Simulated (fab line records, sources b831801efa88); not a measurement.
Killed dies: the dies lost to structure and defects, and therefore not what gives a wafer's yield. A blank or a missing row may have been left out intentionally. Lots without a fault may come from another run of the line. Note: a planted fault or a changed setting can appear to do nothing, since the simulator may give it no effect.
fab line records	flow sky130
record: lots: 11	wafers: 33	lastDay: 51
route steps=708 shown SONOS_TUNNEL@166 SONOS_ONO@182 LDD_N@244 LDD_HVN@269 LDD_HVP@288 LDD_LDN@302 RES_XHIGH@341 PAD_OPEN@708
lots untouched by any fault: they come from a run of this same line in which no faults occurred
startH: hours from the record's opening day to when the first of the lot's shown wafers began	waitH: time in hours since the lot's previous step	" repeats the value in the row above	L1.1+2: a single row standing in for several wafers	- no value present, or no start provided	* or withheld: withheld	< > ~ a bound
route shown NAME@n: a module of which the file shows steps, and the number in the route of the first	usual: mean and standard deviation over wafers with no fault	same: alike in all rows	chamber/n: place in a boat	sites: per-site readings	_std_site: the values' standard deviation	_edge_site: mean of outer sites minus mean of inner sites	radiusMm: for every site, how far away it sits from the centre of the wafer	mask NAME#n: copy n	behind: the tool/chamber that last shaped the wafer	hold: what put the lot on hold/how long, in hours/how the hold closed	device: the transistor (n, p or np) that didn't switch	end of line: the route-end tests of the same wafers	a step with no rows: only its recipe	killed: not the wafer's yield, but the dies lost to structure and defects at the first sort	map: the dies of a wafer, with x for killed, . for not killed, _ for no die there
set.NAME: the run value of the setting; set.NAME@STEP: its run value at that earlier step	model.NAME: the simulator's own value behind a step, which no gauge read
the route's steps for a sample of lots (tables are steps, rows are wafers)
services: from which hour (startH, from the record's first day; less than 0 if before it) a tool's chamber was out of use, for how many hours, and why
== steps ==
step: SKY_SONOS_TUNNEL_TW_MEAS_12
usual: SONOS_TUNNEL_TW: 195.7/2.7
lot.wafer	tool	chamber	startH	waitH	SONOS_TUNNEL_TW
L366.3	filmMetro-01	-	251.07	0.0	192.7
L366.4	"	-	"	"	194.1
L366.5	"	-	"	"	192.8
L368.2	filmMetro-01	-	270.17	0.0	194.2
L368.3	"	-	"	"	193.9
L368.5	"	-	"	"	193.4
L367.2	filmMetro-04	-	271.28	0.0	195.4
L367.3	"	-	"	"	197.2
L367.5	"	-	"	"	196.1
L370.2	filmMetro-02	-	285.30	0.0	201.5
L370.3	"	-	"	"	200.8
L370.4	"	-	"	"	201.8
L373.3	filmMetro-01	-	306.89	0.0	193.5
L373.5	"	-	"	"	194.2
L373.6	"	-	"	"	193.9
L375.2	filmMetro-04	-	321.92	0.0	195.5
L375.5	"	-	"	"	194.5
L375.6	"	-	"	"	193.4
L380.2	filmMetro-01	-	363.36	0.0	194.0
L380.3	"	-	"	"	192.7
L380.5	"	-	"	"	193.1
L381.1	filmMetro-02	-	371.28	0.0	199.7
L381.2	"	-	"	"	199.9
L381.3	"	-	"	"	199.5
L382.3	filmMetro-02	-	380.78	0.0	198.9
L382.4	"	-	"	"	199.1
L382.6	"	-	"	"	198.4
L387.2	filmMetro-01	-	422.48	0.0	193.8
L387.3	"	-	"	"	194.3
L387.4	"	-	"	"	194.4
L389.1	filmMetro-01	-	429.66	0.0	193.9
L389.2	"	-	"	"	193.3
L389.6	"	-	"	"	194.4
step: SKY_SONOS_ONO_OVL_MEAS_14
usual: SONOS_ONO_OVL: -1.0/1.3
lot.wafer	tool	chamber	startH	waitH	SONOS_ONO_OVL[nm]
L366.3	overlay-02	-	281.07	0.1	-3.2
L366.4	"	-	"	"	-2.4
L366.5	"	-	"	"	-4.0
L367.2	overlay-02	-	302.14	0.1	-2.7
L367.3	"	-	"	"	-2.4
L367.5	"	-	"	"	-1.5
L368.2	overlay-01	-	302.44	0.1	1.2
L368.3	"	-	"	"	1.2
L368.5	"	-	"	"	-0.1
L370.2	overlay-01	-	316.04	0.1	-1.6
L370.3	"	-	"	"	-2.0
L370.4	"	-	"	"	-0.8
L373.3	overlay-02	-	337.95	0.1	-3.5
L373.5	"	-	"	"	-1.5
L373.6	"	-	"	"	-1.5
L375.2	overlay-02	-	354.86	0.1	-1.6
L375.5	"	-	"	"	0.1
L375.6	"	-	"	"	0.2
L380.2	overlay-01	-	400.16	0.1	-0.9
L380.3	"	-	"	"	-1.8
L380.5	"	-	"	"	0.0
L381.1	overlay-02	-	413.14	0.1	-0.4
L381.2	"	-	"	"	-0.5
L381.3	"	-	"	"	0.1
L382.3	overlay-01	-	422.50	0.1	0.9
L382.4	"	-	"	"	-1.1
L382.6	"	-	"	"	1.2
L389.1	overlay-01	-	502.85	0.1	-0.5
L389.2	"	-	"	"	-0.7
L389.6	"	-	"	"	1.6
L387.2	overlay-02	-	503.09	0.1	-2.8
L387.3	"	-	"	"	-3.0
L387.4	"	-	"	"	-1.8
step: SKY_LDD_N_OVL_MEAS_07
usual: LDD_N_OVL: 1.2/1.3
lot.wafer	tool	chamber	startH	waitH	LDD_N_OVL[nm]
L366.3	overlay-01	-	405.60	0.1	4.3
L366.4	"	-	"	"	3.6
L366.5	"	-	"	"	0.9
L368.2	overlay-02	-	433.84	0.1	1.8
L368.3	"	-	"	"	3.7
L368.5	"	-	"	"	2.2
L367.2	overlay-01	-	434.14	0.1	-0.8
L367.3	"	-	"	"	-0.1
L367.5	"	-	"	"	1.4
L370.2	overlay-02	-	443.39	0.1	1.9
L370.3	"	-	"	"	2.8
L370.4	"	-	"	"	1.6
L373.3	overlay-02	-	467.90	0.1	1.6
L373.5	"	-	"	"	0.8
L373.6	"	-	"	"	2.0
L375.2	overlay-01	-	482.92	0.1	1.0
L375.5	"	-	"	"	0.4
L375.6	"	-	"	"	1.8
L380.2	overlay-02	-	538.19	0.1	-0.7
L380.3	"	-	"	"	1.7
L380.5	"	-	"	"	0.7
L381.1	overlay-01	-	548.23	0.1	5.2
L381.2	"	-	"	"	2.0
L381.3	"	-	"	"	3.2
L382.3	overlay-01	-	553.40	0.1	-0.2
L382.4	"	-	"	"	-0.3
L382.6	"	-	"	"	0.4
L389.1	overlay-02	-	631.67	0.1	0.7
L389.2	"	-	"	"	1.1
L389.6	"	-	"	"	-0.4
L387.2	overlay-02	-	634.44	0.1	0.0
L387.3	"	-	"	"	0.1
L387.4	"	-	"	"	1.3
step: SKY_LDD_HVN_COAT_02
recipe: resist: NOVOLAK	spinRpm: 3000	resistThkNm: 300
lot.wafer	tool	chamber	startH	waitH
L366.3+4+5	lithoTrack-02	0	451.49	0.1
L368.2+3+5	lithoTrack-04	0	480.06	0.1
L367.2+3+5	lithoTrack-03	0	480.29	0.1
L370.2+3+4	lithoTrack-04	0	489.56	0.1
L373.3+5+6	lithoTrack-04	0	514.19	0.1
L375.2+5+6	lithoTrack-04	0	531.31	0.1
L380.2+3+5	lithoTrack-03	0	583.34	0.1
L381.1+2+3	lithoTrack-02	0	595.04	0.1
L382.3+4+6	lithoTrack-04	0	600.04	0.1
L389.1+2+6	lithoTrack-03	0	674.87	0.1
L387.2+3+4	lithoTrack-03	0	677.89	0.1
step: SKY_LDD_HVN_STRIP_09
recipe: chemistry: O2/N2	powerW: 1400	pressureMtorr: 1500	platenTempC: withheld	o2FlowSccm: 3000	n2FlowSccm: 300	overashFraction: 0.5
usual: drypumpMotorCurrentA: 6.0/0.42	n2FlowSccm: 299.8/1	oesProductAu: 0.408/0.0044	stripTimeToEndpointS: 4.138/0.014
lot.wafer	tool	chamber	startH	waitH	drypumpMotorCurrentA	n2FlowSccm	oesProductAu	rfHoursCounterH	stripTimeToEndpointS
L366.3	plasmaAsher-04	0	466.96	0.1	6.4	297.6	0.406	-	4.141
L366.4	"	1	"	"	5.8	299.3	0.411	-	4.132
L366.5	"	1	"	"	5.8	297.8	0.408	-	4.128
L368.2	plasmaAsher-04	1	496.12	0.1	5.8	298.3	0.416	67	4.129
L368.3	"	1	"	"	5.8	299.9	0.409	-	4.128
L368.5	"	1	"	"	5.8	299.8	0.412	-	4.113
L367.2	plasmaAsher-03	1	496.37	0.1	5.5	299.3	0.401	78	4.138
L367.3	"	0	"	"	6.6	301.9	0.405	-	4.139
L367.5	"	0	"	"	6.6	301.2	0.405	-	4.133
L370.2	plasmaAsher-04	0	505.07	0.1	6.4	298.6	0.408	68	4.114
L370.3	"	1	"	"	5.8	299.9	0.403	-	4.149
L370.4	"	0	"	"	6.4	298.1	0.411	-	4.104
L373.3	plasmaAsher-03	0	530.86	0.1	6.6	299.5	0.311	-	1.592
L373.5	"	1	"	"	5.5	300.0	0.297	-	1.603
L373.6	"	0	"	"	6.6	301.1	0.312	-	1.596
L375.2	plasmaAsher-04	0	546.52	0.1	6.4	300.3	0.306	73	1.613
L375.5	"	1	"	"	5.8	297.8	0.310	-	1.598
L375.6	"	0	"	"	6.4	299.2	0.305	-	1.599
L380.2	plasmaAsher-02	0	599.10	0.1	6.3	301.5	0.408	48	4.146
L380.3	"	0	"	"	6.3	300.0	0.410	-	4.130
L380.5	"	1	"	"	5.8	299.3	0.405	-	4.154
L381.1	plasmaAsher-04	1	609.90	0.1	5.8	300.5	0.408	79	4.143
L381.2	"	0	"	"	6.4	300.3	0.403	79	4.149
L381.3	"	0	"	"	6.4	301.2	0.402	-	4.162
L382.3	plasmaAsher-03	1	614.71	0.1	5.5	298.6	0.418	-	4.137
L382.4	"	0	"	"	6.6	299.7	0.408	-	4.138
L382.6	"	0	"	"	6.6	299.4	0.411	-	4.140
L389.1	plasmaAsher-04	1	689.05	0.1	5.8	299.6	0.405	87	4.125
L389.2	"	0	"	"	6.4	298.9	0.405	87	4.138
L389.6	"	0	"	"	6.4	298.8	0.408	-	4.142
L387.2	plasmaAsher-04	0	692.10	0.1	6.4	299.6	0.407	87	4.137
L387.3	"	0	"	"	6.4	301.7	0.405	-	4.118
L387.4	"	1	"	"	5.8	299.4	0.409	-	4.129
step: SKY_LDD_HVP_TW_MEAS_10
usual: LDD_HVP_TW: 455/5.3
lot.wafer	tool	chamber	startH	waitH	LDD_HVP_TW
L366.3	filmMetro-01	-	497.39	0.1	449
L366.4	"	-	"	"	449
L366.5	"	-	"	"	449
L368.2	filmMetro-02	-	527.28	0.1	464
L368.3	"	-	"	"	461
L368.5	"	-	"	"	465
L367.2	filmMetro-01	-	527.83	0.1	449
L367.3	"	-	"	"	452
L367.5	"	-	"	"	453
L370.2	filmMetro-02	-	535.36	0.1	462
L370.3	"	-	"	"	462
L370.4	"	-	"	"	459
L373.3	filmMetro-04	-	561.29	0.1	862
L373.5	"	-	"	"	860
L373.6	"	-	"	"	861
L375.2	filmMetro-02	-	576.88	0.1	865
L375.5	"	-	"	"	863
L375.6	"	-	"	"	865
L380.2	filmMetro-04	-	628.86	0.1	452
L380.3	"	-	"	"	453
L380.5	"	-	"	"	453
L381.1	filmMetro-02	-	639.07	0.1	460
L381.2	"	-	"	"	461
L381.3	"	-	"	"	460
L382.3	filmMetro-02	-	643.87	0.1	459
L382.4	"	-	"	"	462
L382.6	"	-	"	"	461
L389.1	filmMetro-02	-	717.37	0.1	459
L389.2	"	-	"	"	459
L389.6	"	-	"	"	458
L387.2	filmMetro-01	-	720.43	0.1	449
L387.3	"	-	"	"	449
L387.4	"	-	"	"	447
step: SKY_LDD_LDN_TW_MEAS_13
usual: LDD_LDN_TW: 1460/5.6
lot.wafer	tool	chamber	startH	waitH	LDD_LDN_TW
L366.3	filmMetro-01	-	529.19	0.1	1454
L366.4	"	-	"	"	1461
L366.5	"	-	"	"	1459
L368.2	filmMetro-03	-	558.76	0.1	1461
L368.3	"	-	"	"	1449
L368.5	"	-	"	"	1464
L367.2	filmMetro-01	-	558.93	0.1	1464
L367.3	"	-	"	"	1456
L367.5	"	-	"	"	1466
L370.2	filmMetro-01	-	565.81	0.1	1470
L370.3	"	-	"	"	1460
L370.4	"	-	"	"	1459
L373.3	filmMetro-04	-	591.69	0.1	1544
L373.5	"	-	"	"	1536
L373.6	"	-	"	"	1540
L375.2	filmMetro-04	-	607.73	0.1	1538
L375.5	"	-	"	"	1539
L375.6	"	-	"	"	1541
L380.2	filmMetro-01	-	658.46	0.1	1462
L380.3	"	-	"	"	1458
L380.5	"	-	"	"	1459
L381.1	filmMetro-01	-	668.55	0.1	1456
L381.2	"	-	"	"	1461
L381.3	"	-	"	"	1459
L382.3	filmMetro-04	-	672.74	0.1	1456
L382.4	"	-	"	"	1463
L382.6	"	-	"	"	1465
L389.1	filmMetro-04	-	745.52	0.1	1450
L389.2	"	-	"	"	1462
L389.6	"	-	"	"	1453
L387.2	filmMetro-03	-	748.31	0.1	1466
L387.3	"	-	"	"	1456
L387.4	"	-	"	"	1462
step: SKY_RES_XHIGH_TW_MEAS_09
usual: RES_XHIGH_TW: 1633/20
lot.wafer	tool	chamber	startH	waitH	RES_XHIGH_TW
L366.3	filmMetro-02	-	621.79	0.1	1667
L366.4	"	-	"	"	1665
L366.5	"	-	"	"	1680
L368.2	filmMetro-02	-	648.38	0.1	1654
L368.3	"	-	"	"	1654
L368.5	"	-	"	"	1673
L367.2	filmMetro-03	-	649.85	0.1	1611
L367.3	"	-	"	"	1611
L367.5	"	-	"	"	1621
L370.2	filmMetro-03	-	656.13	0.1	1620
L370.3	"	-	"	"	1611
L370.4	"	-	"	"	1611
L373.3	filmMetro-03	-	683.05	0.1	1700
L373.5	"	-	"	"	1692
L373.6	"	-	"	"	1694
L375.2	filmMetro-03	-	696.20	0.1	1691
L375.5	"	-	"	"	1690
L375.6	"	-	"	"	1684
L380.2	filmMetro-02	-	744.64	0.1	1661
L380.3	"	-	"	"	1667
L380.5	"	-	"	"	1667
L381.1	filmMetro-03	-	754.62	0.1	1625
L381.2	"	-	"	"	1628
L381.3	"	-	"	"	1609
L382.3	filmMetro-03	-	756.44	0.1	1619
L382.4	"	-	"	"	1623
L382.6	"	-	"	"	1628
L389.1	filmMetro-03	-	827.99	0.1	1611
L389.2	"	-	"	"	1619
L389.6	"	-	"	"	1618
L387.2	filmMetro-03	-	830.90	0.1	1617
L387.3	"	-	"	"	1615
L387.4	"	-	"	"	1613
step: SKY_PAD_OPEN_PROBE_99
usual: killed_at_M0_to_M3: 43/6.8	killed_at_M4_up: 3.1/1.8	killedAtContacts: 25/5.8	killedAtFrontEnd: 15/4.2	killedAtOther: 0.3/0.5	killedDies: 87/9.7	killedOpen: 47/7.3	killedShort: 39/6.6
same: grossDies: 492	killedAtBackSide: 0
lot.wafer	tool	chamber	startH	waitH	killed_at_M0_to_M3	killed_at_M4_up	killedAtContacts	killedAtFrontEnd	killedAtOther	killedDies	killedOpen	killedShort
L373.3	prober-01	-	1120.15	0.2	47	2	18	15	1	83	45	38
L373.5	prober-01	-	1120.25	0.2	52	1	20	12	0	85	47	38
L373.6	prober-01	-	1120.30	0.2	34	5	22	9	1	71	43	28
L382.3	prober-02	-	1175.59	0.2	50	5	32	22	0	109	70	39
L382.4	prober-02	-	1175.64	0.2	50	5	27	21	0	103	63	40
L382.6	prober-02	-	1175.74	0.2	37	5	32	19	0	93	57	36
killed by level:class
L373.3 CONTACT:geometricParticle:open=9 VIA2:geometricParticle:open=9 VIA1:geometricParticle:open=8 VIA1:geometricParticle:short=7 VIA3:geometricParticle:open=6 FIELD_ISO:geometricParticle:short=5 FIELD_ISO:geometricParticle:open=5 LOCAL_INTERCONNECT:geometricParticle:short=4
L373.5 CONTACT:geometricParticle:open=11 VIA1:geometricParticle:open=10 METAL2:geometricParticle:short=9 VIA2:geometricParticle:open=8 METAL1:geometricParticle:short=7 VIA3:geometricParticle:open=7 POLY_GATE:geometricParticle:open=4 CONTACT:geometricParticle:short=4
L373.6 CONTACT:geometricParticle:open=14 VIA1:geometricParticle:open=12 METAL2:geometricParticle:short=7 VIA2:geometricParticle:open=4 METAL4:geometricParticle:short=4 POLY_GATE:geometricParticle:open=3 LI_CONTACT:geometricParticle:open=3 LOCAL_INTERCONNECT:geometricParticle:short=3
L382.3 CONTACT:geometricParticle:open=14 LI_CONTACT:geometricParticle:open=13 VIA1:geometricParticle:open=13 FIELD_ISO:geometricParticle:open=9 VIA3:geometricParticle:open=8 POLY_GATE:geometricParticle:short=6 METAL1:geometricParticle:short=5 VIA2:geometricParticle:open=5
L382.4 VIA1:geometricParticle:open=17 LI_CONTACT:geometricParticle:open=10 VIA3:geometricParticle:open=9 CONTACT:geometricParticle:open=7 VIA2:geometricParticle:open=7 POLY_GATE:geometricParticle:open=6 CONTACT:geometricParticle:short=6 METAL2:geometricParticle:short=6
L382.6 VIA1:geometricParticle:open=13 CONTACT:geometricParticle:open=12 FIELD_ISO:geometricParticle:short=6 CONTACT:geometricParticle:short=5 POLY_GATE:geometricParticle:open=4 LI_CONTACT:geometricParticle:open=4 LI_CONTACT:geometricParticle:short=4 LOCAL_INTERCONNECT:geometricParticle:short=4
== services ==
tool	chamber	startH	hours	kind
plasmaAsher-03	-	541.40	10.2	repair
plasmaAsher-03	-	649.88	4.2	repair
plasmaAsher-02	-	688.67	2.8	pm
== key ==
firstSign: step: SKY_LDD_HVN_STRIP_09	reading: stripTimeToEndpointS	direction: down	sigmas: 99+	usual: *	struck: *
effect: step: SKY_LDD_HVN_STRIP_09	reading: oesProductAu	direction: down	sigmas: 23	usual: 0.408	struck: 0.307
effect: step: SKY_LDD_HVP_TW_MEAS_10	reading: LDD_HVP_TW	direction: up	sigmas: 76	usual: 455	struck: 863
effect: step: SKY_LDD_LDN_TW_MEAS_13	reading: LDD_LDN_TW	direction: up	sigmas: 14	usual: 1460	struck: 1540
effect: step: SKY_RES_XHIGH_TW_MEAS_09	reading: RES_XHIGH_TW	direction: up	sigmas: 3	usual: 1633	struck: 1692
metAt SKY_LDD_HVN_COAT_02
struckLots L373,L375
testerLeftOut L373,L375
notActingAt SKY_SONOS_TUNNEL_TW_MEAS_12,SKY_SONOS_ONO_OVL_MEAS_14,SKY_LDD_N_OVL_MEAS_07
onsetBetween 489.56 514.19
fault: kind: processParameterDrift	tool: lithoTrack-04	chamber: -	onsetH: 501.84	steps: SKY_LDD_HVN_COAT_02	channel: resistThkNm	offset: -188.91	shape: step	endH: 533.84	actsIn: theseRecipesOnly	stated: 300
testerLeftOut: of these lots the tester's yield and bins aren't shown, on N5 and GAA mostly nor the transistor test; their killed dies are dies lost to structure and defects alone, not to doping, threshold or leakage, so they don't give the yield
